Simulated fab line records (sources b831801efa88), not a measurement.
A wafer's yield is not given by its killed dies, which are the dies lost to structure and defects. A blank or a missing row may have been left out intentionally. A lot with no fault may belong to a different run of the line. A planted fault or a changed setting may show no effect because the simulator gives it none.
Matching of chambers || flow gf180mcu || GF_V1_CMP_04 on cmp-02: 4 sister chambers
The step polishes SiO2. 8 wafers are shown with their chamber, then 7 later ones without.

== WAFERS, EACH WITH ITS CHAMBER ==
{"wafer": "L903.6", "chamber": 2, "motor-current-A (A)": 10.9, "time-to-endpoint-s (s)": 91}
{"wafer": "L910.6", "chamber": 0, "motor-current-A (A)": 13.7, "time-to-endpoint-s (s)": 74}
{"wafer": "L913.5", "chamber": 2, "motor-current-A (A)": 11.0, "time-to-endpoint-s (s)": 84}
{"wafer": "L914.3", "chamber": 1, "motor-current-A (A)": 10.2, "time-to-endpoint-s (s)": 83}
{"wafer": "L914.4", "chamber": 0, "motor-current-A (A)": 13.9, "time-to-endpoint-s (s)": 81}
{"wafer": "L914.6", "chamber": 3, "motor-current-A (A)": 13.0, "time-to-endpoint-s (s)": 87}
{"wafer": "L915.1", "chamber": 3, "motor-current-A (A)": 12.4, "time-to-endpoint-s (s)": 71}
{"wafer": "L915.5", "chamber": 1, "motor-current-A (A)": 10.7, "time-to-endpoint-s (s)": 73}

== WAFERS WHOSE CHAMBER IS MISSING ==
{"wafer": "L915.6", "motor-current-A (A)": 14.2, "time-to-endpoint-s (s)": 70}
{"wafer": "L922.1", "motor-current-A (A)": 13.9, "time-to-endpoint-s (s)": 77}
{"wafer": "L922.4", "motor-current-A (A)": 11.1, "time-to-endpoint-s (s)": 86}
{"wafer": "L922.5", "motor-current-A (A)": 12.0, "time-to-endpoint-s (s)": 90}
{"wafer": "L923.1", "motor-current-A (A)": 10.8, "time-to-endpoint-s (s)": 79}
{"wafer": "L923.4", "motor-current-A (A)": 13.5, "time-to-endpoint-s (s)": 75}
{"wafer": "L923.5", "motor-current-A (A)": 12.9, "time-to-endpoint-s (s)": 84}

== EACH ONE'S CHAMBER ==
{"wafer": "L915.6", "from the rows above": 0, "in truth": 0}
{"wafer": "L922.1", "from the rows above": 0, "in truth": 0}
{"wafer": "L922.4", "from the rows above": "can't be placed: 2 or 1", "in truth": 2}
{"wafer": "L922.5", "from the rows above": "can't be placed: 3 or 2", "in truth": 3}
{"wafer": "L923.1", "from the rows above": "can't be placed: 1 or 2", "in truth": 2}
{"wafer": "L923.4", "from the rows above": "can't be placed: 0 or 3", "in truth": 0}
{"wafer": "L923.5", "from the rows above": 3, "in truth": 3}
3 of 7 placed correctly. Can't be placed from these rows: 4 (the true chamber is among the candidates in 4). Placed wrongly: 0.
How it was worked out, from the rows above alone: a wafer's distance from a chamber is the root of the sum, over the readings, of the square of ((its reading less the chamber's mean) divided by the reading's scatter). If the next closest chamber is less than 2 further off than the closest, the wafer can't be placed; otherwise it belongs to the closest. A chamber's mean is the mean of its shown wafers. The scatter: the root of (the sum of the squares of (reading less its chamber's mean) over the shown wafers, divided by (wafers less chambers)).
